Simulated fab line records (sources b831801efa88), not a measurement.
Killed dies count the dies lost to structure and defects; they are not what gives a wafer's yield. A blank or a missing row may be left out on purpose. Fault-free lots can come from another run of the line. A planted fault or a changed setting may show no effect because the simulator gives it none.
fab line records    flow sky130
record: lots: 12  wafers: 36  last-day: 50
route steps=708 shown GATE_OXIDE@197 LDD_N@248 LDD_HVN@276 PAD_OPEN@708
lots that met no fault: from a run of the same line without faults
start-h: the number of hours between the record's first day and the start of the first shown wafer of the lot    wait-h: time in hours since the lot's previous step    " same as the row above    L1.1+2: one row covering several wafers at once    - either no value or no given start    * or withheld: withheld    < > ~ a bound
route shown NAME@n: names a module that has steps shown in the file, with the first one's number in the route    usual: mean/standard deviation of fault-free wafers    same: alike in all rows    chamber/n: place in a boat    sites: each site's reading    _std_site: the values' standard deviation    _edge_site: inner sites' mean taken away from outer sites' mean    radius-mm: for every site, how far away it sits from the centre of the wafer    mask NAME#n: copy n    behind: the most recent tool/chamber to have shaped the wafer    hold: why the lot went on hold/how many hours it stayed there/how the hold came to an end    device: names the non-switching transistor (n, p or np)    end of line: tests run on the same wafers once the route is complete    a step without rows: its recipe alone    killed: dies that structure and defects cost at the first sort, which is not the same as the wafer's yield    map: per-die view of a wafer (x killed, . not killed, _ where there is no die)
set.NAME: the setting the step ran with; set.NAME@STEP: the setting that earlier step ran with    model.NAME: the simulator's own value behind a step, which no gauge read
one table for each step of the route and one row for each wafer, over a sample of lots
services: the hour from which a tool's chamber was out of use, counted from the record's first day as start-h (under 0 if before that day), plus the number of hours and why
== steps ==
step: SKY_GATE_OXIDE_OVL_MEAS_10
usual: GATE_OXIDE_OVL: 0.9/1.2
lot.wafer  tool        chamber  start-h  wait-h  GATE_OXIDE_OVL[nm]
L825.1     overlay-02  -        311.16   0.1     0.6
L825.5     "           -        "        "       1.1
L825.6     "           -        "        "       -0.7
L828.3     overlay-01  -        327.83   0.1     -0.3
L828.4     "           -        "        "       0.1
L828.5     "           -        "        "       -1.2
L829.1     overlay-01  -        339.97   0.1     0.0
L829.2     "           -        "        "       2.7
L829.3     "           -        "        "       2.8
L830.2     overlay-01  -        359.62   0.1     0.6
L830.3     "           -        "        "       2.6
L830.4     "           -        "        "       1.2
L836.3     overlay-02  -        398.18   0.1     0.1
L836.5     "           -        "        "       -0.5
L836.6     "           -        "        "       0.7
L837.3     overlay-01  -        408.93   0.1     3.0
L837.5     "           -        "        "       1.8
L837.6     "           -        "        "       0.3
L839.1     overlay-01  -        419.66   0.1     3.8
L839.2     "           -        "        "       2.1
L839.3     "           -        "        "       1.4
L843.4     overlay-01  -        465.79   0.1     0.4
L843.5     "           -        "        "       0.4
L843.6     "           -        "        "       2.3
L842.1     overlay-02  -        466.00   0.1     2.0
L842.2     "           -        "        "       3.0
L842.5     "           -        "        "       0.8
L844.2     overlay-01  -        476.08   0.1     -0.8
L844.5     "           -        "        "       1.8
L844.6     "           -        "        "       1.7
L845.1     overlay-01  -        476.51   0.1     0.6
L845.4     "           -        "        "       1.8
L845.5     "           -        "        "       3.5
L848.2     overlay-01  -        501.11   0.1     2.2
L848.3     "           -        "        "       2.1
L848.4     "           -        "        "       0.2
step: SKY_GATE_OXIDE_TW_MEAS_14
usual: GATE_OXIDE_TW: 223/3.4
lot.wafer  tool           chamber  start-h  wait-h  GATE_OXIDE_TW
L825.1     film-metro-01  -        311.65   0.1     224
L825.5     "              -        "        "       224
L825.6     "              -        "        "       226
L828.3     film-metro-01  -        328.23   0.1     225
L828.4     "              -        "        "       226
L828.5     "              -        "        "       225
L829.1     film-metro-03  -        340.38   0.1     229
L829.2     "              -        "        "       228
L829.3     "              -        "        "       230
L830.2     film-metro-04  -        360.04   0.1     221
L830.3     "              -        "        "       223
L830.4     "              -        "        "       223
L836.3     film-metro-01  -        398.57   0.1     224
L836.5     "              -        "        "       225
L836.6     "              -        "        "       225
L837.3     film-metro-04  -        409.33   0.1     219
L837.5     "              -        "        "       218
L837.6     "              -        "        "       219
L839.1     film-metro-04  -        420.05   0.1     219
L839.2     "              -        "        "       219
L839.3     "              -        "        "       219
L843.4     film-metro-01  -        466.19   0.1     227
L843.5     "              -        "        "       225
L843.6     "              -        "        "       226
L842.1     film-metro-04  -        466.39   0.1     219
L842.2     "              -        "        "       220
L842.5     "              -        "        "       219
L844.2     film-metro-01  -        476.47   0.1     225
L844.5     "              -        "        "       226
L844.6     "              -        "        "       225
L845.1     film-metro-04  -        476.91   0.1     218
L845.4     "              -        "        "       220
L845.5     "              -        "        "       218
L848.2     film-metro-01  -        501.50   0.1     227
L848.3     "              -        "        "       227
L848.4     "              -        "        "       228
step: SKY_LDD_N_IMPLANT_11
recipe: species: As  energy-kev: 20  dose-cm2: 7.5e+13  tilt-deg: withheld  rotation-deg: 293
usual: dose-ions-cm2: 7.498e+13/7.7e+10  faraday-current-uA: 422/8.4
same: implant-ion-amu: 75
lot.wafer  tool          chamber  start-h  wait-h  dose-ions-cm2  faraday-current-uA
L825.1     implanter-03  0        402.10   0.1     7.508e+13      419
L825.5     "             0        "        "       7.5e+13        421
L825.6     "             0        "        "       7.505e+13      426
L828.3     implanter-03  0        426.74   0.1     7.492e+13      426
L828.4     "             0        "        "       7.499e+13      428
L828.5     "             0        "        "       7.497e+13      418
L829.1     implanter-02  0        438.49   0.1     7.494e+13      429
L829.2     "             0        "        "       7.504e+13      434
L829.3     "             0        "        "       7.491e+13      431
L830.2     implanter-04  0        459.37   0.1     7.496e+13      411
L830.3     "             0        "        "       7.495e+13      414
L830.4     "             0        "        "       7.502e+13      413
L836.3     implanter-02  0        497.34   0.1     4.194e+13      234
L836.5     "             0        "        "       4.191e+13      231
L836.6     "             0        "        "       4.193e+13      231
L837.3     implanter-02  0        506.70   0.1     4.192e+13      236
L837.5     "             0        "        "       4.187e+13      229
L837.6     "             0        "        "       4.188e+13      237
L839.1     implanter-02  0        520.75   0.1     4.183e+13      236
L839.2     "             0        "        "       4.176e+13      233
L839.3     "             0        "        "       4.184e+13      234
L843.4     implanter-02  0        574.71   0.1     7.494e+13      444
L843.5     "             0        "        "       7.505e+13      420
L843.6     "             0        "        "       7.496e+13      430
L842.1     implanter-03  0        575.14   0.1     7.497e+13      429
L842.2     "             0        "        "       7.501e+13      431
L842.5     "             0        "        "       7.502e+13      422
L844.2     implanter-04  0        576.41   0.1     7.488e+13      422
L844.5     "             0        "        "       7.506e+13      411
L844.6     "             0        "        "       7.506e+13      420
L845.1     implanter-02  0        576.54   0.1     7.496e+13      414
L845.4     "             0        "        "       7.488e+13      427
L845.5     "             0        "        "       7.49e+13       431
L848.2     implanter-03  0        598.56   0.1     7.51e+13       427
L848.3     "             0        "        "       7.506e+13      422
L848.4     "             0        "        "       7.5e+13        413
step: SKY_LDD_N_STRIP_16
recipe: chemistry: O2/N2  power-w: 1400  pressure-mtorr: 1500  platen-temp-c: withheld  o2-flow-sccm: 3000  n2-flow-sccm: 300  overash-fraction: 0.5
usual: drypump-motor-current-A: 5.8/0.32  o2-flow-sccm: 3000/9.1  oes-product-au: 0.407/0.0047  strip-time-to-endpoint-s: 4.318/0.015
lot.wafer  tool             chamber  start-h  wait-h  drypump-motor-current-A  o2-flow-sccm  oes-product-au  rf-hours-counter-h  strip-time-to-endpoint-s
L825.1     plasma-asher-01  1        402.85   0.1     5.5                      2983          0.403           73                  4.311
L825.5     "                0        "        "       5.3                      2999          0.404           -                   4.310
L825.6     "                1        "        "       5.5                      2998          0.412           -                   4.299
L828.3     plasma-asher-01  1        427.48   0.1     5.5                      2996          0.409           -                   4.309
L828.4     "                0        "        "       5.3                      2990          0.398           -                   4.294
L828.5     "                1        "        "       5.5                      2999          0.405           -                   4.310
L829.1     plasma-asher-01  1        439.24   0.1     5.5                      3009          0.405           78                  4.301
L829.2     "                0        "        "       5.3                      3000          0.414           78                  4.336
L829.3     "                1        "        "       5.5                      3005          0.406           -                   4.333
L830.2     plasma-asher-01  0        460.10   0.1     5.3                      3011          0.399           79                  4.329
L830.3     "                1        "        "       5.5                      3007          0.414           -                   4.328
L830.4     "                0        "        "       5.3                      3013          0.399           -                   4.331
L836.3     plasma-asher-03  1        498.07   0.1     6.2                      2990          0.409           -                   4.203
L836.5     "                1        "        "       6.2                      3001          0.399           -                   4.223
L836.6     "                0        "        "       6.2                      3008          0.411           -                   4.206
L837.3     plasma-asher-03  0        507.43   0.1     6.2                      2980          0.406           -                   4.200
L837.5     "                1        "        "       6.2                      3014          0.400           -                   4.232
L837.6     "                0        "        "       6.2                      2985          0.406           -                   4.222
L839.1     plasma-asher-04  1        521.50   0.1     6.0                      2998          0.415           9                   4.225
L839.2     "                0        "        "       5.7                      2999          0.405           9                   4.232
L839.3     "                0        "        "       5.8                      2990          0.408           -                   4.232
L843.4     plasma-asher-04  0        575.42   0.1     5.7                      2991          0.405           -                   4.308
L843.5     "                1        "        "       6.0                      3002          0.406           -                   4.293
L843.6     "                0        "        "       5.7                      3001          0.402           -                   4.317
L842.1     plasma-asher-03  0        575.89   0.1     6.2                      3007          0.398           73                  4.345
L842.2     "                1        "        "       6.2                      3003          0.414           73                  4.317
L842.5     "                1        "        "       6.2                      3005          0.418           -                   4.329
L844.2     plasma-asher-01  1        577.14   0.1     5.5                      3006          0.402           92                  4.309
L844.5     "                0        "        "       5.3                      2977          0.399           -                   4.307
L844.6     "                1        "        "       5.5                      3006          0.400           -                   4.325
L845.1     plasma-asher-04  1        577.29   0.1     6.0                      2999          0.410           14                  4.323
L845.4     "                0        "        "       5.7                      3003          0.411           -                   4.333
L845.5     "                1        "        "       6.0                      3017          0.413           -                   4.329
L848.2     plasma-asher-03  0        599.29   0.1     6.1                      2995          0.410           75                  4.334
L848.3     "                0        "        "       6.2                      2993          0.419           -                   4.327
L848.4     "                1        "        "       6.2                      3009          0.410           -                   4.354
step: SKY_LDD_HVN_STRIP_09
recipe: chemistry: O2/N2  power-w: 1400  pressure-mtorr: 1500  platen-temp-c: withheld  o2-flow-sccm: 3000  n2-flow-sccm: 300  overash-fraction: 0.5
usual: drypump-motor-current-A: 5.7/0.47  o2-flow-sccm: 3000/8  oes-product-au: 0.408/0.0043  strip-time-to-endpoint-s: 4.133/0.016
lot.wafer  tool             chamber  start-h  wait-h  drypump-motor-current-A  o2-flow-sccm  oes-product-au  rf-hours-counter-h  strip-time-to-endpoint-s
L825.1     plasma-asher-01  0        464.16   0.1     5.3                      2995          0.407           80                  4.134
L825.5     "                1        "        "       5.5                      3007          0.406           -                   4.127
L825.6     "                0        "        "       5.3                      2996          0.406           -                   4.134
L828.3     plasma-asher-02  1        489.64   0.1     6.2                      3002          0.410           -                   4.143
L828.4     "                0        "        "       5.1                      3011          0.408           -                   4.140
L828.5     "                0        "        "       5.1                      3001          0.401           -                   4.123
L829.1     plasma-asher-03  0        501.30   0.1     6.2                      2990          0.410           66                  4.131
L829.2     "                1        "        "       6.2                      2987          0.410           66                  4.135
L829.3     "                1        "        "       6.2                      2989          0.405           -                   4.161
L830.2     plasma-asher-01  1        519.89   0.1     5.5                      2991          0.410           86                  4.143
L830.3     "                0        "        "       5.3                      3019          0.407           -                   4.147
L830.4     "                1        "        "       5.5                      2993          0.412           -                   4.156
L836.3     plasma-asher-02  1        557.13   0.1     6.2                      3002          0.405           -                   4.129
L836.5     "                1        "        "       6.2                      3000          0.416           -                   4.121
L836.6     "                0        "        "       5.2                      3012          0.414           -                   4.131
L837.3     plasma-asher-02  0        567.14   0.1     5.1                      2993          0.405           -                   4.124
L837.5     "                1        "        "       6.2                      2996          0.406           -                   4.117
L837.6     "                0        "        "       5.1                      2992          0.405           -                   4.123
L839.1     plasma-asher-02  0        582.06   0.1     5.1                      3008          0.407           47                  4.147
L839.2     "                1        "        "       6.2                      3001          0.413           47                  4.124
L839.3     "                1        "        "       6.2                      3010          0.401           -                   4.113
L843.4     plasma-asher-02  0        633.92   0.1     5.1                      3000          0.412           -                   4.130
L843.5     "                1        "        "       6.2                      3019          0.400           -                   4.134
L843.6     "                0        "        "       5.2                      2999          0.414           -                   4.148
L842.1     plasma-asher-03  0        634.56   0.1     6.2                      3002          0.409           79                  4.153
L842.2     "                1        "        "       6.2                      3009          0.411           79                  4.171
L842.5     "                0        "        "       6.2                      2997          0.411           -                   4.157
L844.2     plasma-asher-02  1        634.79   0.1     6.2                      2996          0.402           52                  4.130
L844.5     "                1        "        "       6.2                      3004          0.408           -                   4.140
L844.6     "                0        "        "       5.1                      3013          0.418           -                   4.131
L845.1     plasma-asher-01  1        635.55   0.1     5.5                      3010          0.401           97                  4.125
L845.4     "                1        "        "       5.4                      3003          0.411           -                   4.119
L845.5     "                1        "        "       5.5                      2998          0.408           -                   4.121
L848.2     plasma-asher-02  0        657.30   0.1     5.2                      3004          0.409           54                  4.132
L848.3     "                1        "        "       6.2                      3004          0.405           -                   4.130
L848.4     "                0        "        "       5.2                      2998          0.416           -                   4.126
step: SKY_PAD_OPEN_PROBE_99
usual: killed_at_M0_to_M3: 44/6.4  killed_at_M4_up: 3.0/1.8  killed-at-contacts: 24/5  killed-at-front-end: 16/4.3  killed-at-other: 0.4/0.76  killed-dies: 88/8.6  killed-open: 47/7.2  killed-short: 40/5.5
same: gross-dies: 492  killed-at-back-side: 0
lot.wafer  tool       chamber  start-h  wait-h  killed_at_M0_to_M3  killed_at_M4_up  killed-at-contacts  killed-at-front-end  killed-at-other  killed-dies  killed-open  killed-short
L830.2     prober-02  -        1112.21  0.1     44                  2                19                  13                   0                78           39           38
L830.3     prober-02  -        1112.26  0.2     42                  3                17                  19                   0                81           50           31
L830.4     prober-02  -        1112.31  0.2     53                  4                23                  12                   0                92           50           42
L836.3     prober-02  -        1134.31  0.2     39                  1                14                  24                   0                78           35           43
L836.5     prober-02  -        1134.41  0.2     50                  3                21                  21                   0                95           46           47
L836.6     prober-02  -        1134.46  0.2     47                  2                26                  15                   1                91           46           45
killed by level:class
L830.2 VIA1:geometric-particle:open=8 VIA2:geometric-particle:short=8 VIA2:geometric-particle:open=7 LI_CONTACT:geometric-particle:open=6 CONTACT:geometric-particle:open=5 METAL2:geometric-particle:open=5 METAL2:geometric-particle:short=4 VIA3:geometric-particle:open=4
L830.3 VIA1:geometric-particle:open=18 LI_CONTACT:geometric-particle:open=9 FIELD_ISO:geometric-particle:open=5 FIELD_ISO:geometric-particle:short=5 METAL2:geometric-particle:short=5 VIA3:geometric-particle:open=5 CONTACT:geometric-particle:short=4 CONTACT:geometric-particle:open=4
L830.4 VIA2:geometric-particle:open=12 VIA1:geometric-particle:open=11 METAL3:geometric-particle:short=8 LI_CONTACT:geometric-particle:open=7 CONTACT:geometric-particle:open=6 FIELD_ISO:geometric-particle:short=5 METAL1:geometric-particle:short=5 CONTACT:geometric-particle:short=4
L836.3 METAL1:geometric-particle:short=9 POLY_GATE:geometric-particle:short=7 VIA1:geometric-particle:open=7 FIELD_ISO:geometric-particle:short=6 METAL2:geometric-particle:short=6 LI_CONTACT:geometric-particle:open=5 FIELD_ISO:geometric-particle:open=4 VIA2:geometric-particle:open=4
L836.5 VIA1:geometric-particle:open=11 METAL2:geometric-particle:short=8 VIA3:geometric-particle:open=8 FIELD_ISO:geometric-particle:short=7 CONTACT:geometric-particle:open=7 VIA2:geometric-particle:open=5 POLY_GATE:geometric-particle:open=5 LOCAL_INTERCONNECT:geometric-particle:short=5
L836.6 VIA1:geometric-particle:open=14 METAL2:geometric-particle:short=9 LI_CONTACT:geometric-particle:open=7 LOCAL_INTERCONNECT:geometric-particle:short=7 CONTACT:geometric-particle:open=6 FIELD_ISO:geometric-particle:open=4 FIELD_ISO:geometric-particle:short=4 METAL1:geometric-particle:short=4
== services ==
tool             chamber  start-h  hours  kind
implanter-02     -        378.81   3.5    repair
implanter-02     -        379.05   2.3    repair
plasma-asher-01  -        380.61   15.6   pm
implanter-02     -        399.87   3.8    pm
implanter-03     -        405.99   1.3    repair
plasma-asher-03  -        414.37   14.3   repair
plasma-asher-04  -        421.25   9.0    pm
plasma-asher-04  0        421.25   9.0    vent-cycle
plasma-asher-04  1        421.25   9.0    vent-cycle
implanter-04     -        422.54   3.0    pm
plasma-asher-04  0        430.25   -      clean
plasma-asher-04  1        430.25   -      clean
implanter-04     -        434.55   1.2    repair
implanter-02     -        444.02   4.9    pm
implanter-02     -        456.54   6.3    repair
plasma-asher-02  -        470.61   3.7    repair
implanter-04     -        475.26   3.5    repair
plasma-asher-04  -        513.86   2.8    repair
implanter-03     -        558.72   3.1    pm
plasma-asher-03  -        565.38   2.8    pm
implanter-03     -        571.96   2.7    repair
plasma-asher-03  -        582.89   2.7    repair
plasma-asher-03  -        630.04   1.9    repair
implanter-02     -        634.52   167.2  pm
== key ==
first-sign: step: SKY_LDD_N_IMPLANT_11  reading: dose-ions-cm2  direction: down  sigmas: 99+  usual: *  struck: *
effect: step: SKY_LDD_N_IMPLANT_11  reading: faraday-current-uA  direction: down  sigmas: 23  usual: 422  struck: 233
effect: step: SKY_LDD_N_STRIP_16  reading: strip-time-to-endpoint-s  direction: down  sigmas: 6.8  usual: *  struck: *
met-at SKY_LDD_N_IMPLANT_11
struck-lots L836,L837,L839
tester-left-out L836,L837,L839
not-acting-at SKY_GATE_OXIDE_OVL_MEAS_10,SKY_GATE_OXIDE_TW_MEAS_14,SKY_LDD_HVN_STRIP_09
onset-between 438.49 497.34
fault: kind: process-parameter-drift  tool: implanter-02  chamber: -  onset-h: 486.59  steps: SKY_LDD_N_IMPLANT_11  channel: dose-cm2  offset: *  shape: step  end-h: 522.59  acts-in: *  stated: *
tester-left-out: of these lots the tester's yield and bins aren't shown, on N5 and GAA mostly nor the transistor test; their killed dies are dies lost to structure and defects alone, not to doping, threshold or leakage, so they don't give the yield
